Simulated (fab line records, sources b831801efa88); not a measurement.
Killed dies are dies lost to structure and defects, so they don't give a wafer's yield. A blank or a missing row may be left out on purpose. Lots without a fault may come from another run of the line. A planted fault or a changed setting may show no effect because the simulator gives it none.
A struck lot beside a sound one | flow sfq_line | 42 steps out of a route of 325
Sound: wafers L971.1, L971.4, L971.6. Struck: wafer L958.2. (L958.4, L958.5 of the same lot were not struck and are left out.) The cause comes at the end.
At each step with rows: each side's tool, then ch and its chambers, then its first start. Under that, the readings that differ: sound wafers | struck wafers | difference of the means | sigmas: that difference in standard deviations of wafers without a fault.
alike: readings whose means differ by less than 2 such deviations, and words and numbers that are the same on both sides. not compared: withheld readings, readings that some wafer has no value for, bounds like >300 that may hide the same value, and numbers for which the record gives no deviation and whose values overlap.
The two part at a step that has a row with sigmas, a row that says differs or no value, or rows on one side only. Numbers that don't overlap but have no deviation are shown without sigmas and don't part them. A reading that every wafer of one side lacks parts them only if that side has two wafers or more.

first, 6 steps without rows for these wafers: SFQ_TRILAYER_I3_VIA_LITHO_COAT_090 (resist thk 62 nm); SFQ_TRILAYER_I3_VIA_LITHO_COAT_085 (resist thk 650 nm); SFQ_TRILAYER_I3_VIA_LITHO_SOFTBAKE_089; SFQ_TRILAYER_I3_VIA_LITHO_EXPOSE_086 (exposes mask I3, target cd 500 nm); SFQ_TRILAYER_I3_VIA_LITHO_PEB_088 (peb time 60 s); SFQ_TRILAYER_I3_VIA_LITHO_DEVELOP_087 (time 60 s).
SFQ_I3_OVL_MEAS_923:
  sound on overlay-02, day 45 00:28; struck on overlay-01, day 41 10:21
  alike: I3_OVL
then, 5 steps without rows for these wafers: SFQ_TRILAYER_I3_VIA_BARC_OPEN_VIA_ETCH_121 (etches BARC in O2, target depth 125 nm, time 41.7 s); SFQ_TRILAYER_I3_VIA_ETCH_VIA_ETCH_088 (etches SiO2 in CHF3, stops on Nb, target depth 260 nm); SFQ_TRILAYER_I3_VIA_STRIP_STRIP_089 (strips in O2); SFQ_TRILAYER_I3_VIA_STRIP_SOLV_CLEAN_090 (cleans in NMP, time 600 s); SFQ_TRILAYER_M4_DEP_PRE_CLEAN_092 (time 22.5 s).
SFQ_TRILAYER_M4_DEP_SPUTTER_091: material Nb, target thk 200 nm, time 133.3 s.
  sound on pvd_sputter-05, day 45 01:27; struck on pvd_sputter-06, day 41 11:20
  reading                                             | sound             | struck | difference | sigmas
  throttle_valve_pct (%)                              | 29.6 29.8 29.9    | 27.6   | -2.2       | -2
  model.Nb_of_TRILAYER_M4_DEP_SPUTTER_091.thk_nm (nm) | 197.3 199.8 200.3 | 172.9  | -26.2      |
  alike: chamber_pressure_pa
SFQ_M4_RS_MEAS_924: measures by four-point-probe.
  sound on film_metro-02, day 45 01:32; struck on film_metro-02, day 41 11:27
  reading           | sound             | struck | difference | sigmas
  M4_NB_RS (ohm/sq) | 0.901 0.890 0.886 | 1.026  | +0.134     | +11
then, 6 steps without rows for these wafers: SFQ_TRILAYER_M4_LITHO_COAT_098 (resist thk 62 nm); SFQ_TRILAYER_M4_LITHO_COAT_093 (resist thk 600 nm); SFQ_TRILAYER_M4_LITHO_SOFTBAKE_097; SFQ_TRILAYER_M4_LITHO_EXPOSE_094 (exposes mask M4, target cd 500 nm); SFQ_TRILAYER_M4_LITHO_PEB_096 (peb time 60 s); SFQ_TRILAYER_M4_LITHO_DEVELOP_095 (time 60 s).
SFQ_M4_OVL_MEAS_926:
  sound on overlay-02, day 45 19:46; struck on overlay-02, day 41 13:52
  reading     | sound | struck | difference | sigmas
  M4_OVL (nm) | 2 3 3 | -12    | -15        | -3
SFQ_TRILAYER_M4_BARC_OPEN_METAL_ETCH_123: etches BARC in O2, target depth 125 nm, time 41.7 s.
  sound on rie_metal-02 ch 0,1, day 45 19:47; struck on rie_metal-02 ch 0, day 41 13:54
  alike: drypump_motor_current_A, oes_product_au
  not compared: rf_hours_counter_h
SFQ_TRILAYER_M4_ETCH_METAL_ETCH_096: etches Nb in Cl2/Ar, stops on SiO2, target depth 240 nm, time 120 s.
  sound on rie_metal-02 ch 0,1, day 45 19:51; struck on rie_metal-02 ch 0, day 41 13:58
  reading               | sound             | struck | difference | sigmas
  oes_product_au (a.u.) | 0.892 0.895 0.895 | 0.818  | -0.076     | -10
  alike: drypump_motor_current_A
  not compared: rf_hours_counter_h
then, 3 steps without rows for these wafers: SFQ_TRILAYER_M4_STRIP_STRIP_097 (strips in O2); SFQ_TRILAYER_M4_STRIP_SOLV_CLEAN_098 (cleans in NMP, time 600 s); SFQ_TRILAYER_I4_DEP_PECVD_099 (deposits SiO2 from SiH4/N2O, time 111.11 s, target thk 500 nm).
SFQ_TRILAYER_I4_CMP_CMP_100: polishes SiO2.
  sound on cmp-01 ch 2,3, day 46 03:13; struck on cmp-02 ch 3, day 42 02:16
  alike: motor_current_A, retaining_ring_pressure_frac, time_to_endpoint_s
SFQ_I4_BOW_MEAS_927:
  sound on film_metro-02, day 46 05:43; struck on film_metro-01, day 42 04:47
  alike: I4_BOW
SFQ_TRILAYER_I4_METRO_MEASURE_101:
  sound on film_metro-02, day 46 05:50; struck on film_metro-01, day 42 05:05
  alike: thk_nm
then, 6 steps without rows for these wafers: SFQ_TRILAYER_I4_VIA_LITHO_COAT_108 (resist thk 62 nm); SFQ_TRILAYER_I4_VIA_LITHO_COAT_103 (resist thk 650 nm); SFQ_TRILAYER_I4_VIA_LITHO_SOFTBAKE_107; SFQ_TRILAYER_I4_VIA_LITHO_EXPOSE_104 (exposes mask I4, target cd 700 nm); SFQ_TRILAYER_I4_VIA_LITHO_PEB_106 (peb time 60 s); SFQ_TRILAYER_I4_VIA_LITHO_DEVELOP_105 (time 60 s).
-- the record jumps here: 6 days lie between the struck wafers' starts before and after --
SFQ_I4_OVL_MEAS_928:
  sound on overlay-02, day 50 19:35; struck on overlay-02, day 47 21:05
  alike: I4_OVL
SFQ_TRILAYER_I4_VIA_BARC_OPEN_VIA_ETCH_146: etches BARC in O2, target depth 125 nm, time 41.7 s.
  sound on rie_diel-03 ch 2,3, day 50 19:37; struck on rie_diel-03 ch 3, day 47 21:07
  alike: drypump_motor_current_A, oes_product_au
  not compared: rf_hours_counter_h
then, 1 step without rows for these wafers: SFQ_TRILAYER_I4_VIA_ETCH_VIA_ETCH_106 (etches SiO2 in CHF3, stops on Nb, target depth 260 nm).
SFQ_TRILAYER_I4_VIA_STRIP_STRIP_107: strips in O2.
  sound on rie_metal-04 ch 0,1, day 50 19:46; struck on rie_metal-02 ch 1, day 47 21:42
  reading               | sound             | struck | difference | sigmas
  oes_product_au (a.u.) | 1.007 0.991 0.997 | 1.028  | +0.030     | +2
  alike: drypump_motor_current_A
  not compared: rf_hours_counter_h
then, 2 steps without rows for these wafers: SFQ_TRILAYER_I4_VIA_STRIP_SOLV_CLEAN_108 (cleans in NMP, time 600 s); SFQ_TRILAYER_JJ_TRILAYER_DEP_PRE_CLEAN_113 (time 22.5 s).
-- the record jumps here: 30 days lie between the struck wafers' starts before and after --
SFQ_M8_BOW_MEAS_951:
  sound on film_metro-02, day 85 12:24; struck on film_metro-02, day 77 10:50
  reading                 | sound                | struck | difference | sigmas
  model.etest.m4.ohm_um   | 1.817 1.793 1.79     | 2.044  | +0.244     |
  model.etest.i3.link_ohm | 1.968 1.947 1.968    | 2.144  | +0.183     |
  model.etest.m4.ohm_sq   | 0.9005 0.8894 0.8868 | 1.027  | +0.135     |
  model.etest.i4.link_ohm | 2.187 2.185 2.186    | 2.315  | +0.129     |
  alike: M8_BOW

WHERE THEY PART
First at SFQ_TRILAYER_M4_DEP_SPUTTER_091; last, within this record, at SFQ_TRILAYER_I4_VIA_STRIP_STRIP_107. Later steps at which nothing parts them and some readings are alike: SFQ_M8_BOW_MEAS_951.

WHY: what the simulator had put in
Process parameter drift: pvd_sputter-06, from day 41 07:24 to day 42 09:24, at SFQ_TRILAYER_M4_DEP_SPUTTER_091. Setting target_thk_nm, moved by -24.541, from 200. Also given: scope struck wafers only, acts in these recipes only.
